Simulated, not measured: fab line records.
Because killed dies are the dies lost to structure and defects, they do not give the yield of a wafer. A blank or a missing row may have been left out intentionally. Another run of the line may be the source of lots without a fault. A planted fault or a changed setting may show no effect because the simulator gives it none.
A struck lot beside a sound one	flow sky130	25 out of 708 route steps
Sound: wafers L303.1, L303.4, L303.6. Wafers L293.4, L293.5, L293.6 were the ones struck. The cause is given at the end.
For every step that has rows: the tool of each side, followed by ch and its chambers, followed by its first start. Under that, the readings that differ: sound wafers	struck wafers	difference of the means	sigmas: that difference in standard deviations of wafers without a fault.
alike: readings with means less than 2 such deviations apart, plus words and numbers identical on both sides. not compared: withheld readings, readings lacking a value on some wafer, bounds such as >300 that could conceal the same value, and numbers that have no deviation in the record and whose values overlap.
A row with sigmas, a row that says differs or no value, or rows on one side alone: a step with any of these is where the two part. Numbers that don't overlap but have no deviation are shown without sigmas and don't part them. Lack of a reading on every wafer of one side parts them only where that side has two or more wafers.

SKY_NWELL_RS_MEAS_31: a four-point-probe measurement.
  sound: film-metro-01 at day 10 09:12; struck: film-metro-01 at day 7 18:40
  alike: PWDE_RS
then, 7 steps without rows for these wafers: SKY_VT_ADJUST_HVTP_DEHYDRATE_00 (time 60 s); SKY_VT_ADJUST_HVTP_HMDS_01 (prime time 60 s); SKY_VT_ADJUST_HVTP_COAT_02 (resist thk 1140 nm); SKY_VT_ADJUST_HVTP_SOFTBAKE_03 (time 60 s); SKY_VT_ADJUST_HVTP_EXPOSE_04 (exposes mask HVTPM, target cd 380 nm); SKY_VT_ADJUST_HVTP_PEB_05; SKY_VT_ADJUST_HVTP_DEVELOP_06 (develop time 60 s).
SKY_VT_ADJUST_HVTP_CD_MEAS_07: target cd 380 nm.
  sound: cd-sem-02 at day 11 08:20; struck: cd-sem-01 at day 8 15:21
  alike: cd-nm
SKY_VT_ADJUST_HVTP_OVL_MEAS_08:
  sound: overlay-01 at day 11 08:28; struck: overlay-02 at day 8 15:26
  alike: VT_ADJUST_HVTP_OVL
following that, these wafers have no rows for 1 step: SKY_VT_ADJUST_HVTP_IMPLANT_09.
SKY_VT_ADJUST_HVTP_STRIP_10: strips in O2/N2.
  sound on plasma-asher-02 ch 0,1, day 11 08:39; struck on plasma-asher-01 ch 0,1, day 8 15:38
  no value came back on the struck wafers for chamber-pressure-mTorr (mTorr), drypump-motor-current-A (A), oes-product-au (a.u.), strip-time-to-endpoint-s (s); on the sound wafers chamber-pressure-mTorr (mTorr) reads 1498.6 1500.3 1498.7
reading	sound	struck	difference	sigmas
model.NOVOLAK_of_VT_ADJUST_HVTP_COAT_02.thk-nm (nm)	0 0 0	1134 1138 1140	+1137	
  not compared: rf-hours-counter-h
SKY_VT_ADJUST_HVTP_TW_MEAS_11:
  sound: film-metro-04 at day 11 08:45; struck: film-metro-04 at day 8 15:44
  alike: VT_ADJUST_HVTP_TW
then, 7 steps without rows for these wafers: SKY_VT_ADJUST_LVTN_DEHYDRATE_00 (time 60 s); SKY_VT_ADJUST_LVTN_HMDS_01 (prime time 60 s); SKY_VT_ADJUST_LVTN_COAT_02 (resist thk 3000 nm); SKY_VT_ADJUST_LVTN_SOFTBAKE_03; SKY_VT_ADJUST_LVTN_EXPOSE_04 (exposes mask NWM COMPLEMENT LESS NATIVE, target cd 840 nm); SKY_VT_ADJUST_LVTN_PEB_05; SKY_VT_ADJUST_LVTN_DEVELOP_06 (develop time 60 s).
SKY_VT_ADJUST_LVTN_OVL_MEAS_07:
  sound: overlay-01 at day 12 08:43; struck: overlay-02 at day 9 12:25
  alike: VT_ADJUST_LVTN_OVL
following that, these wafers have no rows for 1 step: SKY_VT_ADJUST_LVTN_IMPLANT_08.
SKY_VT_ADJUST_LVTN_STRIP_09: strips in O2/N2.
  sound on plasma-asher-03 ch 0,1, day 12 08:54; struck on plasma-asher-03 ch 0,1, day 9 12:37
reading	sound	struck	difference	sigmas
strip-time-to-endpoint-s (s)	36.96 37.05 36.91	53.73 53.81 53.86	+16.83	+99 or more
  alike: chamber-pressure-mTorr, drypump-motor-current-A, oes-product-au
  not compared: rf-hours-counter-h
SKY_VT_ADJUST_LVTN_TW_MEAS_10:
  sound: film-metro-02 at day 12 09:00; struck: film-metro-04 at day 9 12:43
reading	sound	struck	difference	sigmas
VT_ADJUST_LVTN_TW	238.3 238.1 238.0	30.3 30.2 30.2	-207.9	-72
then, 1 step without rows for these wafers: SKY_VT_ADJUST_LVTN_DEHYDRATE_11 (time 60 s).

## WHERE THEY PART
Earliest at SKY_VT_ADJUST_HVTP_STRIP_10; latest, in this record, at SKY_VT_ADJUST_LVTN_TW_MEAS_10.

WHY: what the simulator had put in
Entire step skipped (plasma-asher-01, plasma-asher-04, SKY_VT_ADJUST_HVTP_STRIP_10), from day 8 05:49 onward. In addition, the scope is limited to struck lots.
